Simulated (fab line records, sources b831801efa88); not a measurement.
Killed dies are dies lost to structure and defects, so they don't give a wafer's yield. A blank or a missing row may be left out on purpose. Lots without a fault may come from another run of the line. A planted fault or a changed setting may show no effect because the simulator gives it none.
fab line records | flow sky130
record lots=12 wafers=36 last_day=50
route steps=708 shown METAL3@535 VIA3@575 CAP2M@617 PAD_OPEN@708
lots that met no fault: from a run of the same line without faults
start_h: hours from the record's first day to the start of the lot's first wafer shown | wait_h: hours since the lot's step before | " the same as in the row above | L1.1+2: a row that stands for several wafers | - no value, or no start given | * or withheld: withheld | < > ~ a bound
route shown NAME@n: a module of which the file shows steps, and the number in the route of the first | usual: mean/standard deviation of fault-free wafers | same: alike in all rows | chamber/n: place in a boat | sites: the reading at each site | _std_site: their standard deviation | _edge_site: outer sites' mean less inner sites' | radius_mm: how far each site lies from the wafer's centre | mask NAME#n: copy n | behind: the tool/chamber that last shaped the wafer | hold: why the lot was held/for how many hours/how that ended | device: the transistor (n, p or np) that didn't switch | end of line: the same wafers' tests at the end of the route | a step without rows: its recipe alone | killed: dies lost to structure and defects at the first sort, not the wafer's yield | map: a wafer's dies, x killed, . not, _ none there
set.NAME: the setting as run; set.NAME@STEP: as run at that earlier step | model.NAME: the simulator's own value behind a step, which no gauge read
steps of the route over a sample of lots; a table a step, a row a wafer
services: from which hour (start_h, from the record's first day; less than 0 if before it) a tool's chamber was out of use, for how many hours, and why
## steps
# step SKY_METAL3_SPUTTER_03
# recipe material=Ti target_thk_nm=5 power_w=3000 time_s=3.3 chamber_pressure_pa=0.4
# usual throttle_valve_pct=30.0/0.76
# columns lot.wafer tool chamber start_h wait_h throttle_valve_pct
L675.2 pvd_sputter-02 - 859.35 0.0 30.3
L675.4 " - " " 30.8
L675.6 " - " " 30.0
L677.1 pvd_sputter-02 - 868.83 0.0 30.2
L677.3 " - " " 30.5
L677.5 " - " " 30.7
L678.1 pvd_sputter-01 - 880.15 0.0 29.0
L678.4 " - " " 29.5
L678.6 " - " " 29.7
L680.1 pvd_sputter-04 - 893.10 0.0 29.0
L680.4 " - " " 30.7
L680.5 " - " " 30.6
L683.2 pvd_sputter-01 - 918.20 0.0 27.8
L683.4 " - " " 29.4
L683.5 " - " " 28.9
L685.2 pvd_sputter-04 - 935.34 0.0 30.1
L685.3 " - " " 29.3
L685.4 " - " " 30.5
L686.1 pvd_sputter-04 - 938.50 0.0 29.9
L686.2 " - " " 29.2
L686.3 " - " " 30.3
L687.2 pvd_sputter-04 - 944.88 0.0 30.6
L687.4 " - " " 30.0
L687.6 " - " " 29.9
L688.3 pvd_sputter-02 - 951.57 0.0 29.9
L688.4 " - " " 31.1
L688.6 " - " " 29.9
L690.2 pvd_sputter-02 - 971.06 0.0 30.3
L690.3 " - " " 30.9
L690.4 " - " " 29.7
L696.1 pvd_sputter-01 - 1010.14 0.0 29.5
L696.4 " - " " 29.5
L696.6 " - " " 29.8
L697.2 pvd_sputter-02 - 1016.49 0.0 29.7
L697.5 " - " " 30.0
L697.6 " - " " 30.0
# step SKY_METAL3_CD_MEAS_13
# recipe target_cd_nm=300
# usual cd_nm=300.0/1.3
# columns lot.wafer tool chamber start_h wait_h cd_nm
L675.2 cd_sem-02 - 911.50 - 302.7
L675.4 " - " " 302.2
L675.6 " - " " 300.9
L677.1 cd_sem-02 - 920.18 - 299.3
L677.3 " - " " 299.1
L677.5 " - " " 299.7
L678.1 cd_sem-01 - 931.74 - 300.9
L678.4 " - " " 300.7
L678.6 " - " " 300.6
L680.1 cd_sem-01 - 943.94 - 299.4
L680.4 " - " " 299.8
L680.5 " - " " 300.5
L683.2 cd_sem-02 - 967.70 - 299.3
L683.4 " - " " 298.2
L683.5 " - " " 297.8
L685.2 cd_sem-02 - 984.05 - 300.4
L685.3 " - " " 300.8
L685.4 " - " " 301.3
L686.1 cd_sem-02 - 987.43 - 298.9
L686.2 " - " " 298.8
L686.3 " - " " 299.9
L687.2 cd_sem-01 - 993.55 - 300.7
L687.4 " - " " 300.0
L687.6 " - " " 300.2
L688.3 cd_sem-01 - 1000.62 - 301.6
L688.4 " - " " 301.1
L688.6 " - " " 302.6
L690.2 cd_sem-01 - 1018.76 - 300.6
L690.3 " - " " 298.6
L690.4 " - " " 298.7
L696.1 cd_sem-02 - 1055.48 - 299.7
L696.4 " - " " 299.1
L696.6 " - " " 300.0
L697.2 cd_sem-02 - 1062.70 - 301.0
L697.5 " - " " 299.2
L697.6 " - " " 303.0
# step SKY_VIA3_CMP_02
# recipe material=SiO2 down_force_psi=4 platen_rpm=60 pad_velocity_m_s=0.94248
# usual motor_current_A=12.7/1.2 retaining_ring_pressure_frac=0.999/0.0053 slurry_filter_dp_kPa=13.51/0.14
# columns lot.wafer tool chamber start_h wait_h motor_current_A retaining_ring_pressure_frac slurry_filter_dp_kPa
L675.4 cmp-02 1 912.90 0.1 12.0 0.999 13.46
L675.2 " 2 " " 14.7 1.007 13.46
L675.6 " 3 " " 11.9 1.004 13.74
L677.3 cmp-01 2 921.48 0.0 11.2 1.007 13.63
L677.1 " 1 " " 12.3 0.999 13.60
L677.5 " 3 " " 11.2 1.006 13.66
L678.1 cmp-02 1 933.28 0.1 11.9 1.000 13.70
L678.4 " 2 " " 14.4 0.997 13.25
L678.6 " 3 " " 11.8 0.992 13.37
L680.1 cmp-02 2 945.44 0.2 14.8 1.005 13.61
L680.4 " 0 " " 13.9 1.009 13.83
L680.5 " 1 " " 11.8 0.995 13.65
L683.2 cmp-02 3 969.03 0.1 12.4 1.001 13.57
L683.4 " 0 " " 14.0 0.997 13.51
L683.5 " 2 " " 14.9 0.998 13.35
L685.4 cmp-01 1 985.34 0.0 11.7 1.001 13.36
L685.3 " 2 " " 11.1 1.002 13.54
L685.2 " 3 " " 11.1 1.001 13.76
L686.2 cmp-01 3 989.00 0.1 11.4 0.993 13.61
L686.3 " 1 " " 11.5 1.002 13.58
L686.1 " 2 " " 11.0 0.995 13.65
L687.2 cmp-02 2 995.06 0.1 15.2 1.009 13.41
L687.4 " 3 " " 12.8 0.998 13.47
L687.6 " 2 " " 13.8 1.006 13.58
L688.3 cmp-02 2 1002.01 0.0 14.5 0.991 13.71
L688.4 " 0 " " 13.5 0.992 13.42
L688.6 " 2 " " 14.5 0.995 13.64
L690.4 cmp-02 0 1020.05 0.0 14.0 0.989 13.56
L690.2 " 1 " " 12.0 0.999 13.76
L690.3 " 3 " " 11.4 1.008 13.63
L696.4 cmp-02 3 1056.81 0.0 12.5 0.988 13.71
L696.1 " 1 " " 11.7 1.001 13.46
L696.6 " 0 " " 12.8 1.002 13.74
L697.2 cmp-02 2 1064.13 0.2 14.2 0.992 13.44
L697.6 " 3 " " 11.8 0.998 13.72
L697.5 " 0 " " 12.6 1.002 13.61
# step SKY_CAP2M_STRIP_14
# recipe chemistry=O2/N2 power_w=1400 pressure_mtorr=1500 platen_temp_c=withheld o2_flow_sccm=3000 n2_flow_sccm=300 overash_fraction=0.5
# usual chamber_pressure_mTorr=1499.8/1.2 drypump_motor_current_A=5.8/0.39 oes_product_au=0.710/0.0045 strip_time_to_endpoint_s=12.67/0.04
# columns lot.wafer tool chamber start_h wait_h chamber_pressure_mTorr drypump_motor_current_A oes_product_au rf_hours_counter_h strip_time_to_endpoint_s
L675.2 plasma_asher-04 1 963.89 0.1 1499.5 6.1 0.713 111 12.71
L675.4 " 0 " " 1497.9 6.2 0.699 - 12.64
L675.6 " 1 " " 1501.2 6.1 0.709 - 12.66
L677.1 plasma_asher-04 0 972.15 0.1 1497.9 6.2 0.705 112 12.72
L677.3 " 1 " " 1499.8 6.1 0.708 - 12.66
L677.5 " 1 " " 1497.8 6.1 0.706 - 12.66
L678.1 plasma_asher-01 0 983.19 0.1 1500.3 5.0 0.714 55 12.64
L678.4 " 1 " " 1500.7 5.9 0.711 - 12.66
L678.6 " 0 " " 1498.7 5.0 0.711 - 12.63
L680.1 plasma_asher-01 1 994.64 0.1 1499.6 5.8 0.716 56 12.69
L680.4 " 1 " " 1502.0 5.8 0.706 - 12.64
L680.5 " 0 " " 1500.0 5.0 0.709 - 12.70
L683.2 plasma_asher-02 0 1018.35 0.1 1497.9 6.1 0.711 28 12.63
L683.4 " 0 " " 1499.9 6.1 0.712 - 12.65
L683.5 " 1 " " 1501.7 5.7 0.709 - 12.67
L685.2 plasma_asher-02 1 1034.29 0.1 1498.3 5.7 0.719 30 12.68
L685.3 " 1 " " 1498.5 5.7 0.711 - 12.74
L685.4 " 0 " " 1499.5 6.1 0.712 - 12.67
L686.1 plasma_asher-04 1 1037.35 0.1 - - - - -
L686.2 " 0 " " - - - - -
L686.3 " 1 " " - - - - -
L687.2 plasma_asher-04 0 1042.80 0.1 - - - - -
L687.4 " 1 " " - - - - -
L687.6 " 1 " " - - - - -
L688.3 plasma_asher-01 1 1050.08 0.1 - - - - -
L688.4 " 0 " " - - - - -
L688.6 " 0 " " - - - - -
L690.2 plasma_asher-04 1 1066.99 0.1 1501.6 6.1 0.705 0 12.66
L690.3 " 1 " " 1501.6 6.1 0.710 - 12.68
L690.4 " 0 " " 1500.7 6.2 0.711 - 12.73
L696.1 plasma_asher-01 1 1099.60 0.1 1500.3 5.9 0.707 67 12.73
L696.4 " 0 " " 1498.7 5.0 0.714 - 12.76
L696.6 " 0 " " 1499.5 5.1 0.711 - 12.69
L697.2 plasma_asher-02 0 1106.44 0.1 1500.6 6.1 0.708 37 12.64
L697.5 " 1 " " 1499.2 5.7 0.710 - 12.68
L697.6 " 0 " " 1502.8 6.1 0.713 - 12.67
# step SKY_PAD_OPEN_PROBE_99
# usual defect_limited_yield=82.4/1.8 killed_at_M0_to_M3=44/7.2 killed_at_M4_up=3.5/1.8 killed_at_contacts=25/5.1 killed_at_front_end=14/4.4 killed_at_other=0.4/0.58 killed_dies=87/9.1 killed_on_rim=17/3.9 killed_open=48/6.9 killed_short=38/6.3 sort_bin_3_pad_short=0.9/0.43 sort_bin_5_function=10.5/1.5 sort_bin_6_memory=6.3/1.1 sort_n_pass=405/9.1 sort_yield_pct=82.4/1.8
# same gross_dies=492 killed_at_back_side=0 sort_bin_4_leakage[%]=0 sort_bin_8_speed[%]=0
# columns lot.wafer tool chamber start_h wait_h defect_limited_yield[%] killed_at_M0_to_M3 killed_at_M4_up killed_at_contacts killed_at_front_end killed_at_other killed_dies killed_on_rim killed_open killed_short sort_bin_3_pad_short[%] sort_bin_5_function[%] sort_bin_6_memory[%] sort_n_pass sort_yield_pct[%]
L685.2 prober-02 - 1143.20 0.1 82.1 52 3 25 8 0 88 16 48 40 0.4 11.8 5.7 404 82.1
L685.3 prober-02 - 1143.25 0.2 83.9 34 2 27 15 1 79 17 46 33 0.2 10.8 5.1 413 83.9
L685.4 prober-02 - 1143.30 0.2 80.9 48 2 36 8 0 94 26 50 44 1.6 11.0 6.5 398 80.9
L686.1 prober-01 - 1147.06 0.1 1.0 6 0 5 2 474 487 95 9 4 23.4 73.2 2.4 5 1.0
L686.2 prober-01 - 1147.11 0.1 0.4 11 0 3 4 472 490 96 10 8 25.6 70.9 3.0 2 0.4
L686.3 prober-01 - 1147.16 0.2 0.6 11 0 4 0 474 489 95 10 5 24.2 73.2 2.0 3 0.6
L687.2 prober-02 - 1150.85 0.1 0.4 9 0 7 1 473 490 95 14 3 22.6 73.8 3.3 2 0.4
L687.4 prober-02 - 1150.95 0.2 0.8 8 0 5 2 473 488 95 12 3 22.2 75.2 1.8 4 0.8
L687.6 prober-02 - 1151.05 0.2 0.6 8 0 3 2 476 489 95 8 5 25.2 71.7 2.4 3 0.6
L688.3 prober-01 - 1157.64 0.2 0.4 7 0 6 2 475 490 96 6 9 23.0 73.6 3.0 2 0.4
L688.4 prober-01 - 1157.69 0.2 0 9 1 4 4 474 492 96 9 9 24.6 72.6 2.8 0 0
L688.6 prober-01 - 1157.79 0.2 0.4 6 1 3 3 477 490 96 9 4 28.0 67.9 3.7 2 0.4
L690.2 prober-01 - 1169.50 0.1 81.5 38 8 30 14 1 91 13 45 45 0.2 10.8 7.5 401 81.5
L690.3 prober-01 - 1169.55 0.2 82.9 45 5 21 13 0 84 12 50 34 1.4 11.2 4.5 408 82.9
L690.4 prober-01 - 1169.60 0.2 84.3 40 3 20 14 0 77 12 39 38 1.0 9.3 5.3 415 84.3
L696.1 prober-01 - 1195.86 0.1 82.3 44 5 23 15 0 87 17 48 39 0.6 10.2 6.9 405 82.3
L696.4 prober-01 - 1196.01 0.2 79.1 53 6 29 15 0 103 17 54 49 0.4 15.0 5.5 389 79.1
L696.6 prober-01 - 1196.11 0.2 80.9 41 2 27 24 0 94 24 49 45 0.6 13.0 5.5 398 80.9
L697.2 prober-02 - 1200.71 0.1 84.3 39 4 19 14 1 77 15 39 38 0.6 9.3 5.7 415 84.3
L697.5 prober-02 - 1200.86 0.2 82.1 37 2 33 15 1 88 16 44 44 0.8 9.6 7.5 404 82.1
L697.6 prober-02 - 1200.91 0.2 83.1 42 3 27 11 0 83 15 45 38 0.6 10.0 6.3 409 83.1
# killed by level:class
L685.2 VIA1:geometric_particle:open=17 CONTACT:geometric_particle:open=9 METAL1:geometric_particle:short=8 METAL2:geometric_particle:short=7 VIA2:geometric_particle:open=6 LI_CONTACT:geometric_particle:short=5 LOCAL_INTERCONNECT:geometric_particle:short=5 VIA3:geometric_particle:open=5
L685.3 LI_CONTACT:geometric_particle:open=11 VIA1:geometric_particle:open=7 CONTACT:geometric_particle:short=6 VIA2:geometric_particle:open=6 CONTACT:geometric_particle:open=5 VIA3:geometric_particle:open=5 FIELD_ISO:geometric_particle:short=3 SPACER:geometric_particle:open=3
L685.4 CONTACT:geometric_particle:open=14 VIA1:geometric_particle:open=12 METAL2:geometric_particle:short=7 CONTACT:geometric_particle:short=6 VIA2:geometric_particle:open=6 LI_CONTACT:geometric_particle:open=6 LOCAL_INTERCONNECT:geometric_particle:short=5 LI_CONTACT:geometric_particle:short=4
L686.1 CAP2M:plasma_strip_residue=474 LI_CONTACT:geometric_particle:open=3 VIA1:geometric_particle:short=2 VIA1:geometric_particle:open=2 FIELD_ISO:geometric_particle:open=1 POLY_CUT:geometric_particle:open=1 LOCAL_INTERCONNECT:geometric_particle:short=1 CONTACT:geometric_particle:open=1
L686.2 CAP2M:plasma_strip_residue=472 VIA3:geometric_particle:open=5 FIELD_ISO:geometric_particle:short=2 SONOS_ONO:geometric_particle:open=1 POLY_GATE:geometric_particle:open=1 LI_CONTACT:geometric_particle:short=1 LI_CONTACT:geometric_particle:open=1 LOCAL_INTERCONNECT:geometric_particle:short=1
L686.3 CAP2M:plasma_strip_residue=474 CONTACT:geometric_particle:open=3 VIA3:geometric_particle:open=3 VIA1:geometric_particle:open=2 VIA1:geometric_particle:short=1 VIA3:geometric_particle:short=1 LI_CONTACT:geometric_particle:short=1 METAL2:geometric_particle:open=1
L687.2 CAP2M:plasma_strip_residue=473 VIA1:geometric_particle:open=4 CONTACT:geometric_particle:short=3 CONTACT:geometric_particle:open=2 METAL1:geometric_particle:open=2 VIA2:geometric_particle:open=2 FIELD_ISO:geometric_particle:open=1 LI_CONTACT:geometric_particle:open=1
L687.4 CAP2M:plasma_strip_residue=473 FIELD_ISO:geometric_particle:open=2 LI_CONTACT:geometric_particle:open=2 CONTACT:geometric_particle:open=2 VIA1:geometric_particle:open=2 CONTACT:geometric_particle:short=1 METAL1:geometric_particle:open=1 VIA1:geometric_particle:short=1
L687.6 CAP2M:plasma_strip_residue=476 VIA2:geometric_particle:open=3 FIELD_ISO:geometric_particle:open=2 LI_CONTACT:geometric_particle:short=2 VIA1:geometric_particle:open=2 LI_CONTACT:geometric_particle:open=1 METAL1:geometric_particle:short=1 METAL2:geometric_particle:short=1
L688.3 CAP2M:plasma_strip_residue=475 LI_CONTACT:geometric_particle:open=3 METAL1:geometric_particle:short=3 LOCAL_INTERCONNECT:geometric_particle:short=2 METAL2:geometric_particle:open=2 CONTACT:geometric_particle:short=1 POLY_GATE:geometric_particle:short=1 SPACER:geometric_particle:short=1
L688.4 CAP2M:plasma_strip_residue=474 CONTACT:geometric_particle:open=3 VIA2:geometric_particle:short=3 FIELD_ISO:geometric_particle:short=1 FIELD_ISO:geometric_particle:open=1 POLY_GATE:geometric_particle:short=1 SPACER:geometric_particle:short=1 LOCAL_INTERCONNECT:geometric_particle:short=1
L688.6 CAP2M:plasma_strip_residue=477 CONTACT:geometric_particle:open=3 VIA3:geometric_particle:open=2 FIELD_ISO:geometric_particle:short=1 POLY_GATE:geometric_particle:open=1 POLY_GATE:geometric_particle:short=1 METAL1:geometric_particle:short=1 VIA1:geometric_particle:open=1
L690.2 VIA1:geometric_particle:open=10 CONTACT:geometric_particle:open=9 CONTACT:geometric_particle:short=8 METAL1:geometric_particle:short=7 VIA3:geometric_particle:open=5 LI_CONTACT:geometric_particle:open=5 LOCAL_INTERCONNECT:geometric_particle:short=5 VIA2:geometric_particle:open=5
L690.3 VIA1:geometric_particle:open=14 CONTACT:geometric_particle:open=7 METAL2:geometric_particle:short=7 POLY_GATE:geometric_particle:open=5 LI_CONTACT:geometric_particle:open=5 VIA2:geometric_particle:open=5 METAL4:geometric_particle:short=5 CONTACT:geometric_particle:short=4
L690.4 VIA1:geometric_particle:open=11 VIA3:geometric_particle:open=7 METAL2:geometric_particle:short=6 LI_CONTACT:geometric_particle:open=6 LOCAL_INTERCONNECT:geometric_particle:short=6 FIELD_ISO:geometric_particle:short=5 METAL3:geometric_particle:short=5 FIELD_ISO:geometric_particle:open=4
L696.1 VIA1:geometric_particle:open=12 METAL3:geometric_particle:short=7 CONTACT:geometric_particle:open=7 VIA2:geometric_particle:open=6 LI_CONTACT:geometric_particle:open=6 FIELD_ISO:geometric_particle:short=5 VIA3:geometric_particle:open=5 LOCAL_INTERCONNECT:geometric_particle:short=4
L696.4 VIA1:geometric_particle:open=15 LI_CONTACT:geometric_particle:open=10 CONTACT:geometric_particle:short=7 LOCAL_INTERCONNECT:geometric_particle:short=6 VIA1:geometric_particle:short=6 METAL2:geometric_particle:short=6 VIA3:geometric_particle:open=6 POLY_GATE:geometric_particle:short=5
L696.6 CONTACT:geometric_particle:open=8 VIA1:geometric_particle:open=8 POLY_GATE:geometric_particle:open=7 LI_CONTACT:geometric_particle:open=7 VIA2:geometric_particle:open=7 CONTACT:geometric_particle:short=6 VIA1:geometric_particle:short=6 METAL2:geometric_particle:short=6
L697.2 VIA1:geometric_particle:open=10 METAL1:geometric_particle:short=8 FIELD_ISO:geometric_particle:open=7 CONTACT:geometric_particle:short=7 CONTACT:geometric_particle:open=6 VIA2:geometric_particle:open=6 LI_CONTACT:geometric_particle:open=5 FIELD_ISO:geometric_particle:short=4
L697.5 CONTACT:geometric_particle:open=12 VIA1:geometric_particle:open=9 LI_CONTACT:geometric_particle:open=8 POLY_GATE:geometric_particle:short=6 LOCAL_INTERCONNECT:geometric_particle:short=6 VIA2:geometric_particle:open=6 VIA1:geometric_particle:short=5 METAL2:geometric_particle:short=5
L697.6 CONTACT:geometric_particle:open=10 VIA3:geometric_particle:open=9 VIA1:geometric_particle:open=8 CONTACT:geometric_particle:short=6 METAL1:geometric_particle:short=6 LI_CONTACT:geometric_particle:open=5 VIA1:geometric_particle:short=4 LOCAL_INTERCONNECT:geometric_particle:short=4
## services
# columns tool chamber start_h hours kind
cmp-02 - 838.15 7.0 pm
pvd_sputter-01 - 849.35 1.8 repair
cmp-01 - 852.07 6.3 repair
cmp-01 - 854.87 1.4 repair
pvd_sputter-02 - 856.05 1.2 repair
plasma_asher-01 - 858.16 7.7 repair
cmp-02 - 860.16 3.2 pm
pvd_sputter-02 - 872.16 27.3 repair
cmp-02 - 907.59 3.9 repair
cmp-01 - 912.12 4.0 pm
pvd_sputter-01 - 931.00 11.1 repair
plasma_asher-04 - 956.48 2.5 repair
cmp-02 - 971.85 2.5 repair
pvd_sputter-02 - 991.31 4.6 repair
cmp-02 - 999.34 0.9 repair
pvd_sputter-04 - 1011.24 4.4 repair
plasma_asher-04 - 1013.99 21.8 repair
pvd_sputter-04 - 1016.66 0.5 repair
cmp-02 - 1035.08 5.7 pm
cmp-02 - 1041.41 0.3 repair
pvd_sputter-02 - 1044.55 0.5 repair
plasma_asher-04 - 1055.25 9.0 pm
cmp-02 - 1087.81 4.0 pm
pvd_sputter-04 - 1103.35 14.7 repair
## key
first_sign step=SKY_CAP2M_STRIP_14 reading=tool_record direction=missing
effect step=SKY_PAD_OPEN_PROBE_99 reading=killed_at_other direction=up sigmas=99+ usual=0.4 struck=474.2
met_at SKY_CAP2M_STRIP_14
struck_lots L686,L687,L688
later_rows_left_out L686.1,L686.2,L686.3,L687.2,L687.4,L687.6,L688.3,L688.4,L688.6
not_acting_at SKY_METAL3_SPUTTER_03,SKY_METAL3_CD_MEAS_13,SKY_VIA3_CMP_02
onset_between 994.64 1037.35
fault kind=skipped_step_whole tool=plasma_asher-01,plasma_asher-04 chamber=- onset_h=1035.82 steps=SKY_CAP2M_STRIP_14 scope=struck_lots_only
# later_rows_left_out: the simulator's readings of these wafers behind a module that went badly wrong aren't trusted and aren't shown, but for the sort
